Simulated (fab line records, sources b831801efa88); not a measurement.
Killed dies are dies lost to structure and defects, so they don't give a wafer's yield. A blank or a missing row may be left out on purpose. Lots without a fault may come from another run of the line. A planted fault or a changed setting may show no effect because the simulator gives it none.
fab line records | flow sky130
record lots=6 wafers=18 last_day=50
route steps=708 shown VIA3@575
lots that met no fault: from a run of the same line without faults
start_h: hours from the record's first day to the start of the lot's first wafer shown | wait_h: hours since the lot's step before | " the same as in the row above | L1.1+2: a row that stands for several wafers | - no value, or no start given | * or withheld: withheld | < > ~ a bound
route shown NAME@n: a module of which the file shows steps, and the number in the route of the first | usual: mean/standard deviation of fault-free wafers | same: alike in all rows | chamber/n: place in a boat | sites: the reading at each site | _std_site: their standard deviation | _edge_site: outer sites' mean less inner sites' | radius_mm: how far each site lies from the wafer's centre | mask NAME#n: copy n | behind: the tool/chamber that last shaped the wafer | hold: why the lot was held/for how many hours/how that ended | device: the transistor (n, p or np) that didn't switch | end of line: the same wafers' tests at the end of the route | a step without rows: its recipe alone | killed: dies lost to structure and defects at the first sort, not the wafer's yield | map: a wafer's dies, x killed, . not, _ none there
set.NAME: the setting as run; set.NAME@STEP: as run at that earlier step | model.NAME: the simulator's own value behind a step, which no gauge read
lots at some steps of the route; a table a step, a row a wafer
services: from which hour (start_h, from the record's first day; less than 0 if before it) a tool's chamber was out of use, for how many hours, and why
## steps
# step SKY_VIA3_CMP_02
# recipe material=SiO2 down_force_psi=4 platen_rpm=60 pad_velocity_m_s=0.94248
# usual motor_current_A=12.1/0.9
# columns lot.wafer tool chamber start_h wait_h motor_current_A
L429.1 cmp-01 2 939.77 0.1 12.8
L429.4 " 0 " " 12.8
L429.6 " 1 " " 12.6
L437.3 cmp-02 3 987.82 0.0 11.1
L437.4 " 1 " " 13.9
L437.6 " 0 " " 10.8
L438.3 cmp-02 2 992.80 0.2 11.7
L438.5 " 3 " " 10.4
L438.6 " 0 " " 11.3
L442.3 cmp-01 3 1012.25 0.0 12.4
L442.2 " 1 " " 12.1
L442.6 " 3 " " 12.1
L447.3 cmp-01 2 1049.24 0.1 12.0
L447.5 " 1 " " 11.9
L447.6 " 2 " " 12.1
L448.1 cmp-02 2 1056.70 0.1 11.2
L448.6 " 1 " " 13.6
L448.5 " 2 " " 11.6
# step SKY_VIA3_BOW_MEAS_03
# recipe mode=bow
# usual VIA3_BOW=79/8.7
# columns lot.wafer tool chamber start_h wait_h VIA3_BOW[um]
L429.1 film_metro-03 - 940.02 0.2 72
L429.4 " - " " 66
L429.6 " - " " 67
L437.3 film_metro-04 - 988.16 0.3 77
L437.4 " - " " 79
L437.6 " - " " 77
L438.3 film_metro-04 - 992.99 0.1 88
L438.5 " - " " 77
L438.6 " - " " 76
L442.2 film_metro-01 - 1012.57 0.2 77
L442.3 " - " " 80
L442.6 " - " " 72
L447.3 film_metro-04 - 1049.53 0.2 79
L447.5 " - " " 66
L447.6 " - " " 74
L448.1 film_metro-01 - 1056.95 0.2 89
L448.5 " - " " 91
L448.6 " - " " 91
# step SKY_VIA3_DEHYDRATE_04
# recipe temp_c=200 time_s=60
# step SKY_VIA3_HMDS_05
# recipe prime_time_s=60 prime_temp_c=120
# step SKY_VIA3_COAT_06
# recipe resist=BARC temp_c=withheld time_s=withheld spin_rpm=3000 resist_thk_nm=60
# step SKY_VIA3_COAT_07
# recipe resist=KrF-thick spin_rpm=3000 resist_thk_nm=450
# step SKY_VIA3_SOFTBAKE_08
# recipe temp_c=99.4 time_s=90 resist=KrF-thick
# step SKY_VIA3_EXPOSE_09
# recipe mask_id=VIM3 na=0.8 source_shape=annular sigma_inner=0.55 sigma_outer=0.85 target_cd_nm=200 dose_mj=38
# step SKY_VIA3_PEB_10
# recipe peb_temp_c=withheld peb_time_s=withheld resist=KrF-thick
# step SKY_VIA3_DEVELOP_11
# recipe develop_time_s=60 resist=KrF-thick dev_temp_c=21
# step SKY_VIA3_CD_MEAS_12
# recipe target_cd_nm=200
# usual cd_nm=199.7/1.6
# columns lot.wafer tool chamber start_h wait_h cd_nm
L429.1 cd_sem-02 - 963.82 - 199.4
L429.4 " - " " 198.5
L429.6 " - " " 199.5
L437.3 cd_sem-02 - 1011.68 - 199.4
L437.4 " - " " 200.1
L437.6 " - " " 200.0
L438.3 cd_sem-01 - 1016.71 - 199.5
L438.5 " - " " 198.3
L438.6 " - " " 199.6
L442.2 cd_sem-02 - 1036.09 - 198.2
L442.3 " - " " 199.0
L442.6 " - " " 200.1
L447.3 cd_sem-01 - 1070.86 - 200.9
L447.5 " - " " 201.2
L447.6 " - " " 201.0
L448.1 cd_sem-02 - 1077.70 - 203.2
L448.5 " - " " 202.1
L448.6 " - " " 201.9
# step SKY_VIA3_OVL_MEAS_13
# usual VIA3_OVL=-3/4.7
# columns lot.wafer tool chamber start_h wait_h VIA3_OVL[nm]
L429.1 overlay-01 - 963.94 0.1 1
L429.4 " - " " -1
L429.6 " - " " 0
L437.3 overlay-02 - 1011.78 0.1 5
L437.4 " - " " 5
L437.6 " - " " 0
L438.3 overlay-02 - 1016.80 0.1 -5
L438.5 " - " " -3
L438.6 " - " " -1
L442.2 overlay-02 - 1036.19 0.1 -4
L442.3 " - " " -10
L442.6 " - " " -10
L447.3 overlay-02 - 1070.95 0.1 0
L447.5 " - " " 7
L447.6 " - " " -4
L448.1 overlay-01 - 1077.82 0.1 2
L448.5 " - " " 2
L448.6 " - " " 1
# step SKY_VIA3_ETCH_14
# recipe chemistry=N2/H2 target=BARC ion_energy_ev=200 source_w=500 bias_w=100 pressure_mtorr=30 n2_flow_sccm=100 h2_flow_sccm=200 stop_on=SiO2 time_s=45.9 target_depth_a=600
# usual bias_w=99.96/0.25 chamber_pressure_mTorr=30.003/0.025 drypump_motor_current_A=6.1/0.34 h2_flow_sccm=200.1/0.6 oes_product_au=0.855/0.0049 throttle_valve_pct=13.224/0.0091
# columns lot.wafer tool chamber start_h wait_h bias_w chamber_pressure_mTorr drypump_motor_current_A h2_flow_sccm oes_product_au rf_hours_counter_h throttle_valve_pct model.KrF-thick_of_VIA3_COAT_07.thk_nm
L429.1 rie_diel-04 1 963.97 0.0 100.33 30.004 6.0 200.6 0.852 13 13.215 393.2
L429.4 " 3 " " 100.08 30.036 5.4 199.8 0.849 17 13.244 391.9
L429.6 " 2 " " 99.97 29.986 6.2 199.6 0.849 - 13.225 394
L437.3 rie_diel-03 3 1011.80 0.0 - - - - - - - 437.6
L437.4 " 2 " " - - - - - - - 435.4
L437.6 " 2 " " - - - - - - - 437.3
L438.3 rie_diel-03 0 1016.82 0.0 - - - - - - - 436.2
L438.5 " 0 " " - - - - - - - 434.3
L438.6 " 1 " " - - - - - - - 435.5
L442.2 rie_diel-03 3 1036.22 0.0 99.85 30.027 6.1 200.0 0.858 13 13.221 392.7
L442.3 " 2 " " 100.31 29.958 5.5 200.2 0.852 15 13.220 392.1
L442.6 " 1 " " 100.31 29.987 6.4 200.2 0.858 - 13.218 393.1
L447.3 rie_diel-04 1 1070.97 0.0 100.08 29.971 6.0 199.4 0.855 17 13.219 393.9
L447.5 " 1 " " 99.92 30.000 6.0 198.7 0.864 - 13.224 394.3
L447.6 " 2 " " 100.30 30.000 6.1 200.0 0.857 - 13.220 395.2
L448.1 rie_diel-03 0 1077.86 0.0 99.87 29.966 6.5 200.3 0.862 1 13.235 391.9
L448.5 " 2 " " 99.70 29.962 5.5 199.5 0.849 - 13.217 390.5
L448.6 " 1 " " 100.10 30.004 6.3 200.3 0.850 - 13.206 389.3
# step SKY_VIA3_ETCH_15
# recipe target=SiO2 chemistry=C4F8/O2/Ar target_depth_nm=507 stop_on=TiN mask_material=KrF-thick source_w=1500 bias_w=1200 pressure_mtorr=40 c4f8_flow_sccm=withheld O2_flow_sccm=6 Ar_flow_sccm=300 time_s=78
# usual bias_w=1200/3.6 chamber_pressure_mTorr=40.00/0.031 oes_product_au=0.947/0.0049
# columns lot.wafer tool chamber start_h wait_h bias_w chamber_pressure_mTorr oes_product_au rf_hours_counter_h model.KrF-thick_of_VIA3_COAT_07.thk_nm
L429.1 rie_diel-04 1 964.01 0.0 1201 40.03 0.940 13 291.7
L429.4 " 3 " " 1204 40.04 0.940 17 291.1
L429.6 " 2 " " 1204 40.00 0.932 - 294.5
L437.3 rie_diel-03 3 1011.84 0.0 1199 40.03 0.378 12 335.2
L437.4 " 2 " " 1199 40.00 0.376 14 333.5
L437.6 " 2 " " 1199 40.01 0.384 - 335.9
L438.3 rie_diel-03 0 1016.86 0.0 1198 39.96 0.372 28 332.2
L438.5 " 0 " " 1202 40.01 0.377 - 331.1
L438.6 " 1 " " 1198 40.04 0.380 - 333
L442.2 rie_diel-03 3 1036.26 0.0 1203 39.98 0.941 13 290.9
L442.3 " 2 " " 1197 40.03 0.951 15 290.5
L442.6 " 1 " " 1201 40.00 0.941 - 290.4
L447.3 rie_diel-04 1 1071.01 0.0 1199 39.97 0.947 17 293.4
L447.5 " 1 " " 1204 40.00 0.941 - 293.9
L447.6 " 2 " " 1203 39.97 0.950 - 296.4
L448.1 rie_diel-03 0 1077.90 0.0 1195 39.98 0.948 1 290.3
L448.5 " 2 " " 1201 40.02 0.947 - 288.3
L448.6 " 1 " " 1204 39.98 0.950 - 286.6
# step SKY_VIA3_STRIP_16
# recipe chemistry=O2/N2 power_w=1400 pressure_mtorr=1500 platen_temp_c=withheld o2_flow_sccm=3000 n2_flow_sccm=300 overash_fraction=0.5
# usual drypump_motor_current_A=5.7/0.43 oes_product_au=0.402/0.005 strip_time_to_endpoint_s=4.137/0.025
# columns lot.wafer tool chamber start_h wait_h drypump_motor_current_A oes_product_au rf_hours_counter_h strip_time_to_endpoint_s
L429.1 plasma_asher-02 0 964.07 0.0 5.7 0.401 106 4.122
L429.4 " 0 " " 5.7 0.402 - 4.109
L429.6 " 1 " " 5.0 0.405 - 4.150
L437.3 plasma_asher-02 0 1011.94 0.1 5.7 0.418 - 4.586
L437.4 " 1 " " 5.1 0.425 - 4.569
L437.6 " 1 " " 5.1 0.415 - 4.591
L438.3 plasma_asher-04 1 1016.96 0.1 6.4 0.418 - 4.547
L438.5 " 0 " " 5.9 0.421 - 4.549
L438.6 " 1 " " 6.3 0.424 - 4.556
L442.2 plasma_asher-01 1 1036.32 0.0 5.7 0.395 30 4.130
L442.3 " 1 " " 5.8 0.400 - 4.112
L442.6 " 1 " " 5.7 0.398 - 4.119
L447.3 plasma_asher-02 1 1071.11 0.1 5.1 0.397 - 4.163
L447.5 " 1 " " 5.1 0.407 - 4.152
L447.6 " 0 " " 5.7 0.402 - 4.184
L448.1 plasma_asher-01 1 1077.96 0.0 5.7 0.406 31 4.120
L448.5 " 0 " " 5.2 0.407 - 4.092
L448.6 " 1 " " 5.7 0.394 - 4.080
# step SKY_VIA3_STRIP_17
# recipe chemistry=post_etch_residue_remover time_s=1200 temp_c=72.5
## services
# columns tool chamber start_h hours kind
rie_diel-03 0 926.82 2.1 repair
plasma_asher-02 - 933.20 15.6 pm
cmp-02 - 946.30 0.3 repair
cmp-02 - 947.02 0.9 repair
plasma_asher-04 - 958.88 4.0 repair
plasma_asher-02 - 968.65 14.6 pm
rie_diel-04 0 968.87 4.2 repair
plasma_asher-01 - 977.73 2.8 pm
cmp-02 - 979.99 2.6 repair
cmp-01 - 993.00 3.7 pm
cmp-02 - 996.71 9.6 pm
cmp-02 - 1011.79 2.3 repair
cmp-01 - 1015.77 4.3 repair
plasma_asher-01 - 1022.59 12.5 repair
rie_diel-04 - 1024.26 0.4 repair
rie_diel-04 - 1037.80 0.6 repair
rie_diel-04 3 1041.35 4.2 repair
plasma_asher-02 - 1046.09 2.5 repair
plasma_asher-01 - 1047.77 25.3 repair
plasma_asher-04 - 1053.68 0.5 repair
plasma_asher-02 - 1055.33 9.0 pm
cmp-02 - 1058.54 3.6 pm
rie_diel-03 2 1066.54 9.2 repair
cmp-01 - 1071.48 3.0 repair
## key
first_sign step=SKY_VIA3_ETCH_14 reading=tool_record direction=missing
effect step=SKY_VIA3_ETCH_15 reading=oes_product_au direction=down sigmas=99+ usual=0.947 struck=0.378
effect step=SKY_VIA3_STRIP_16 reading=strip_time_to_endpoint_s direction=up sigmas=17 usual=* struck=*
model_effect step=SKY_VIA3_ETCH_14 value=KrF-thick_of_VIA3_COAT_07.thk_nm without=392.5 struck=436.1
model_effect step=SKY_VIA3_ETCH_15 value=KrF-thick_of_VIA3_COAT_07.thk_nm without=289.9 struck=333.5
met_at SKY_VIA3_ETCH_14
struck_wafers L437.3,L437.4,L437.6,L438.3,L438.5,L438.6
later_rows_left_out L437.3,L437.4,L437.6,L438.3,L438.5,L438.6
sort_left_out L437.3,L437.4,L437.6,L438.3,L438.5,L438.6
fault kind=skipped_step_whole tool=rie_diel-03 chamber=- onset_h=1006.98 steps=SKY_VIA3_ETCH_14 scope=struck_lots_only
# sort_left_out: the simulated sort isn't trusted on such a fault, so these wafers' sort isn't shown, and their yield isn't known
# later_rows_left_out: the simulator's readings of these wafers behind a module that went badly wrong aren't trusted and aren't shown, but for the sort
